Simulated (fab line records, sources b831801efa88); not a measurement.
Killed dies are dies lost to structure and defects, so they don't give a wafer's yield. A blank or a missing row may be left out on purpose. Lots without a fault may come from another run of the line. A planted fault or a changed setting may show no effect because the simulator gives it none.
Which tool did it? | flow sfq_line | 7 lots, 21 wafers sampled, at 5 steps of a route of 325

WHAT THE GAUGES READ, wafer by wafer
SFQ_M5_OVL_MEAS_932.
lot  | measured     | on         | M5_OVL (nm)
L406 | day 57 00:54 | overlay-01 | 13 14 4
L412 | day 60 10:20 | overlay-02 | -10 -16 -16
L417 | day 62 04:13 | overlay-01 | 4 7 -1
L421 | day 66 22:24 | overlay-01 | 8 10 5
L423 | day 67 03:12 | overlay-01 | 12 11 6
L426 | day 67 06:47 | overlay-02 | 2 10 6
L428 | day 67 13:59 | overlay-01 | 4 -7 -3

WHICH TOOL RAN EACH LOT (tool, then ch and the chambers of the sampled wafers, then the start)
lot  | SFQ_TRILAYER_I0_CMP_CMP_028   | SFQ_TRILAYER_I0_METRO_MEASURE_029 | SFQ_TRILAYER_I0_VIA_ETCH_VIA_ETCH_034 | SFQ_TRILAYER_JJ_TRILAYER_DEP_SPUTTER_110
L406 | cmp-01 ch 0,1,2, day 10 12:40 | film_metro-02, day 10 15:47       | rie_diel-03 ch 2,3, day 15 02:49      | pvd_sputter-06, day 46 20:10
L412 | cmp-02 ch 0,1,3, day 12 20:35 | film_metro-02, day 12 22:42       | rie_diel-02 ch 0,2,3, day 18 11:28    | pvd_sputter-06, day 53 04:34
L417 | cmp-02 ch 0,1,3, day 13 23:46 | film_metro-02, day 14 03:05       | rie_diel-01 ch 0,2,3, day 20 04:30    | pvd_sputter-06, day 56 17:32
L421 | cmp-01 ch 1,2, day 15 20:38   | film_metro-04, day 16 00:09       | rie_diel-01 ch 0,1,2, day 22 10:29    | pvd_sputter-04, day 57 03:06
L423 | cmp-01 ch 1,2,3, day 17 00:58 | film_metro-02, day 17 03:47       | rie_diel-02 ch 1,2,3, day 23 19:34    | pvd_sputter-04, day 61 06:34
L426 | cmp-02 ch 1,2,3, day 18 18:55 | film_metro-03, day 18 22:02       | rie_diel-01 ch 0,2,3, day 25 15:26    | pvd_sputter-04, day 61 13:50
L428 | cmp-02 ch 0,1,3, day 19 20:12 | film_metro-04, day 19 23:19       | rie_diel-01 ch 0,1,2, day 26 19:29    | pvd_sputter-06, day 62 02:53
- SFQ_TRILAYER_I0_CMP_CMP_028: polishes SiO2.
- SFQ_TRILAYER_I0_METRO_MEASURE_029
- SFQ_TRILAYER_I0_VIA_ETCH_VIA_ETCH_034: etches SiO2 in CHF3, stops on Nb, target depth 260 nm.
- SFQ_TRILAYER_JJ_TRILAYER_DEP_SPUTTER_110: material Al, target thk 8 nm, time 10 s.

THE ANSWER, worked out from the rows above alone
Rule: what is usual is taken from the lots themselves. Put in order of their means at a reading, lots are off if they are a third of the lots or fewer, leave a main group of 4 or more, and stand apart from it by a gap of 3 or more times the standard deviation of the main group's means; of several such gaps the widest counts. A main group whose means are all the same, to the digits that the tables above print for the reading, isn't used. A lot without any number at a reading at which 4 lots or more have one is off too. The other lots that the step has rows for count as sound.
No lot is off at any reading shown: from this, nothing can be told.

WHAT THE SIMULATOR HAD PUT IN
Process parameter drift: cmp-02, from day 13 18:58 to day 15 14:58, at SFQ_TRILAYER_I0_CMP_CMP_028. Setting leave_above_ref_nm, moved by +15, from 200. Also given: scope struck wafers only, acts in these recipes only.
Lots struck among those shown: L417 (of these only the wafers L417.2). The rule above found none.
